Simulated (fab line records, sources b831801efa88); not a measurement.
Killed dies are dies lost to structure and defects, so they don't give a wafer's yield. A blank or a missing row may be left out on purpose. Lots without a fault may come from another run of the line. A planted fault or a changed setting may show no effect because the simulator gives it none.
fab line records | flow sky130
record lots=15 wafers=45 last_day=50
route steps=708 shown GATE_OXIDE@196
lots that met no fault: from a run of the same line without faults
start_h: hours from the record's first day to the start of the lot's first wafer shown | wait_h: hours since the lot's step before | " the same as in the row above | L1.1+2: a row that stands for several wafers | - no value, or no start given | * or withheld: withheld | < > ~ a bound
route shown NAME@n: a module of which the file shows steps, and the number in the route of the first | usual: mean/standard deviation of fault-free wafers | same: alike in all rows | chamber/n: place in a boat | sites: the reading at each site | _std_site: their standard deviation | _edge_site: outer sites' mean less inner sites' | radius_mm: how far each site lies from the wafer's centre | mask NAME#n: copy n | behind: the tool/chamber that last shaped the wafer | hold: why the lot was held/for how many hours/how that ended | device: the transistor (n, p or np) that didn't switch | end of line: the same wafers' tests at the end of the route | a step without rows: its recipe alone | killed: dies lost to structure and defects at the first sort, not the wafer's yield | map: a wafer's dies, x killed, . not, _ none there
set.NAME: the setting as run; set.NAME@STEP: as run at that earlier step | model.NAME: the simulator's own value behind a step, which no gauge read
steps of the route over a sample of lots; a table a step, a row a wafer
services: from which hour (start_h, from the record's first day; less than 0 if before it) a tool's chamber was out of use, for how many hours, and why
## steps
# step SKY_GATE_OXIDE_DEVELOP_09
# recipe resist=NOVOLAK developer=TMAH develop_time_s=60 dev_temp_c=23
# usual chill_plate_temp_C=23.03/0.12 develop_time_s=60/0
# columns lot.wafer tool chamber start_h wait_h chill_plate_temp_C develop_time_s
L462.1 litho_track-04 0 325.93 0.1 22.80 60
L462.2 " 0 " " 22.83 60
L462.4 " 0 " " 23.05 60
L464.3 litho_track-03 0 340.90 0.1 23.10 60
L464.4 " 0 " " 22.98 60
L464.5 " 0 " " 23.07 60
L465.2 litho_track-04 0 353.05 0.1 23.28 60
L465.3 " 0 " " 23.10 60
L465.5 " 0 " " 23.23 60
L466.2 litho_track-03 0 358.02 0.1 22.99 60
L466.5 " 0 " " 22.91 60
L466.6 " 0 " " 23.06 60
L467.2 litho_track-01 0 363.57 0.1 22.98 60
L467.3 " 0 " " 22.91 60
L467.5 " 0 " " 22.94 60
L468.3 litho_track-01 0 368.60 0.1 22.90 60
L468.4 " 0 " " 22.98 60
L468.6 " 0 " " 22.95 60
L469.4 litho_track-01 0 376.07 0.1 22.99 60
L469.5 " 0 " " 22.95 60
L469.6 " 0 " " 22.82 60
L475.1 litho_track-03 0 439.00 0.1 23.20 60
L475.3 " 0 " " 23.13 60
L475.4 " 0 " " 23.13 60
L476.2 litho_track-04 - 450.05 0.1 - -
L476.5 " - " " - -
L476.6 " - " " - -
L478.3 litho_track-04 - 455.23 0.1 - -
L478.4 " - " " - -
L478.5 " - " " - -
L479.3 litho_track-03 - 462.55 0.1 - -
L479.4 " - " " - -
L479.5 " - " " - -
L480.1 litho_track-04 0 470.93 0.1 23.03 60
L480.5 " 0 " " 23.06 60
L480.6 " 0 " " 22.95 60
L481.1 litho_track-03 0 487.25 0.1 23.27 60
L481.2 " 0 " " 23.05 60
L481.5 " 0 " " 23.24 60
L482.1 litho_track-04 0 487.33 0.1 23.08 60
L482.4 " 0 " " 23.04 60
L482.6 " 0 " " 23.08 60
L484.4 litho_track-04 0 506.95 0.1 23.26 60
L484.5 " 0 " " 23.13 60
L484.6 " 0 " " 23.19 60
## services
# columns tool chamber start_h hours kind
litho_track-04 - 353.00 - consumable_replace:filter
litho_track-03 - 450.52 - consumable_replace:filter
## key
first_sign step=SKY_GATE_OXIDE_DEVELOP_09 reading=tool_record direction=missing
effect none on later readings
met_at SKY_GATE_OXIDE_DEVELOP_09
struck_lots L476,L478,L479
later_rows_left_out L476.2,L476.5,L476.6,L478.3,L478.4,L478.5,L479.3,L479.4,L479.5
sort_left_out L476.2,L476.5,L476.6,L478.3,L478.4,L478.5,L479.3,L479.4,L479.5
tester_left_out L476,L478,L479
onset_between 439.00 450.05
fault kind=skipped_step_whole tool=litho_track-03,litho_track-04 chamber=- onset_h=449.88 steps=SKY_GATE_OXIDE_DEVELOP_09 scope=struck_lots_only
# tester_left_out: of these lots the tester's yield and bins aren't shown, on N5 and GAA mostly nor the transistor test; their killed dies are dies lost to structure and defects alone, not to doping, threshold or leakage, so they don't give the yield
# sort_left_out: the simulated sort isn't trusted on such a fault, so these wafers' sort isn't shown, and their yield isn't known
# later_rows_left_out: the simulator's readings of these wafers behind a module that went badly wrong aren't trusted and aren't shown, but for the sort
